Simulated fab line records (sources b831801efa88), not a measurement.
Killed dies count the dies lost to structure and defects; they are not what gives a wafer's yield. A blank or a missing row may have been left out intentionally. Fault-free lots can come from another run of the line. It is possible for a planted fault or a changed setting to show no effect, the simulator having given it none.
8D (eight disciplines) problem report, filled in by code	flow sky130	the parts of the form that need people (team, actions taken, sign-off) are left out

## 1. THE ISSUE
Mean of spin speed rpm at SKY_SONOS_ONO_COAT_08: 2749.0 rpm across 6 wafers in 2 lots; on wafers with no fault it is 3000.4 rpm (standard deviation 1.8). That is -99 or more standard deviations from the usual mean.
The step: resist thk 1140 nm.
First observed at day 16 05:07: wafer L592.1, on litho track-02. The record has a number at this step for 42 wafers belonging to 14 lots. By rule, "out" or "out of limits" means more than 4 standard deviations away from the usual mean. Any other wafer with a number is counted as sound.

## 2. WHAT IT IS; WHAT IT IS NOT
question	is	is not
which readings at this step	spin speed rpm	-
which lots	L592, L596	L580, L581, L583, L584, L585, L586, L588, L597, L598, L599, L601, L602
which wafers of those lots	all that have a number	-
read on which tools	litho track-02	litho track-01, litho track-04
when	from day 16 05:07	up to then (21 sound wafers); but 15 sound wafers of L597, L598, L599, L601, L602 came after

## 3. WHAT RULES OUT EACH SUSPECT
Counting: a tool stays on the suspect list if, at a process step up to the reading, it processed all lots that are out and no sound lot following the first of them.
- litho track-02 at SKY_SONOS_ONO_COAT_08 (resist thk 1140 nm): kept. It ran every lot that is out, first L592 (day 16 05:07), and no sound lot after that; its last sound lot up to then is L586 (day 14 09:52). On those wafers its own readings are out: spin speed rpm.
The count leaves litho track-02 at SKY_SONOS_ONO_COAT_08.

## 4. THE CAUSE (what the simulator had put in)
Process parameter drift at SKY_SONOS_ONO_COAT_08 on litho track-02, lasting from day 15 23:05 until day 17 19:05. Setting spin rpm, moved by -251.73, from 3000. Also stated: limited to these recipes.
This tool alone remained once counting was done.

## 5. THE CHAIN OF EFFECTS, in route order
Each row: a reading where the mean over the struck wafers with a number is more than 3 standard deviations away from the usual. Readings are gone through only where the record gives a usual standard deviation; hours: the median, over the lots, of the time from a lot's start at the first step in this table giving one to that lot's start at this step; sigmas: the change measured in usual standard deviations.
hours	step	reading	usual	on struck wafers	change	sigmas
0	SKY_SONOS_ONO_COAT_08	spin speed rpm	3000.4 rpm	2749.0	-251.4	-99 or more
15	SKY_SONOS_ONO_STRIP_17	strip time to endpoint s	14.09 s	14.70	+0.61	+11
The process steps in it:
- SKY_SONOS_ONO_COAT_08: resist thk 1140 nm.
- SKY_SONOS_ONO_STRIP_17: strips in O2/N2.

## 6. HOW IT WOULD HAVE BEEN CAUGHT EARLIER
6 hours passed between the start of the fault at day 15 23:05 and the first reading out of limits in this record, taken at day 16 05:07.
